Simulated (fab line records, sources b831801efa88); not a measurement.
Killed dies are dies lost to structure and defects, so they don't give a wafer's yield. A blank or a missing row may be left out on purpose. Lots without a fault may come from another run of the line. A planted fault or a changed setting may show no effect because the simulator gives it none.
One fault seen from 2 desks | flow sky130 | each desk has only its own numbers; what lay behind them comes last
Where a reading is given only as a bound, like >300, the bound stands for it, and a mean or a difference that rests on one is marked > or <: the true number lies beyond.

THE METROLOGY DESK
What the gauges read, lot by lot, whatever tool the lot ran on: means of the sampled wafers that have a number. A lot is out of limits, marked OUT, if its mean lies more than 4 standard deviations from the usual mean; the brackets give that distance.
Columns: A = CONTACT_W_RS at SKY_CONTACT_RS_MEAS_25, usual 0.336 ohm/sq; B = CONTACT_W_THK at SKY_CONTACT_THK_MEAS_26, usual 336 nm; C = METAL1_ALCU_RS at SKY_METAL1_RS_MEAS_05, usual 0.1271 ohm/sq
lot  | first seen here | A                        | B             | C
L668 | day 32 22:13    | 0.331                    | 341           | 0.1279
L670 | day 33 05:30    | 0.342                    | 328           | 0.1282
L674 | day 34 06:01    | 0.338                    | 336           | 0.1267
L676 | day 34 18:56    | 0.339                    | 333           | 0.1287
L675 | day 34 20:33    | 0.337                    | 337           | 0.1264
L677 | day 35 00:52    | 0.331                    | 337           | 0.1272
L679 | day 35 21:56    | 0.337                    | 340           | 0.1272
L682 | day 37 00:56    | 57.160 (+99 or more) OUT | <0 (<-75) OUT | -
L683 | day 37 03:25    | 57.877 (+99 or more) OUT | <0 (<-75) OUT | -
L684 | day 37 04:52    | 59.360 (+99 or more) OUT | <0 (<-75) OUT | -
L685 | day 37 15:11    | 0.336                    | 339           | 0.1262
L690 | day 40 00:12    | 0.340                    | 334           | 0.1272
This desk's finding: out of limits on L682, L683, L684; first on L682, day 37 00:56 (CONTACT_W_RS at SKY_CONTACT_RS_MEAS_25). In limits: L668, L670, L674, L676, L675, L677, L679, L685, L690.

THE TOOL OWNER'S DESK: cvd_w-02
The tool's own readings at SKY_CONTACT_CVD_24 (deposits W, target thk 340 nm, time 102.12 s): means of the sampled wafers that have a number, for each lot that ran on this tool. A lot is out of limits, marked OUT, if its mean lies more than 4 standard deviations from the usual mean; the brackets give that distance.
Columns: A = chamber_pressure_Torr at SKY_CONTACT_CVD_24, usual 40.01 Torr; B = heater_power_outer_w at SKY_CONTACT_CVD_24, usual 597 W; C = heater_power_w at SKY_CONTACT_CVD_24, usual 954 W
lot  | first seen here | A     | B   | C
L670 | day 33 05:22    | 39.94 | 631 | 1003
L674 | day 34 05:53    | 39.97 | 639 | 1010
L676 | day 34 18:49    | 39.89 | 590 | 948
L675 | day 34 20:25    | 40.08 | 635 | 996
L677 | day 35 00:44    | 39.88 | 669 | 1065
L679 | day 35 21:49    | 40.00 | 600 | 947
L690 | day 40 00:05    | 40.07 | 601 | 955
This desk's finding: nothing out of limits on any of the 7 lots.

PUT TOGETHER
The metrology desk could have raised an alarm at day 37 00:56, on L682, L683, L684.
The tool owner's desk saw nothing out of limits.
The tool owner's desk has no number on record for L682, L683, L684.
Of the lots named, all ran SKY_CONTACT_CVD_24 on cvd_w-02.

WHAT THE SIMULATOR HAD PUT IN
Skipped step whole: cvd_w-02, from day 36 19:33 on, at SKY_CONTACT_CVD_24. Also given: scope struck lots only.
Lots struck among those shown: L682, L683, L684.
Hours from the fault's start to each desk's first reading out of limits: the metrology desk, 5.
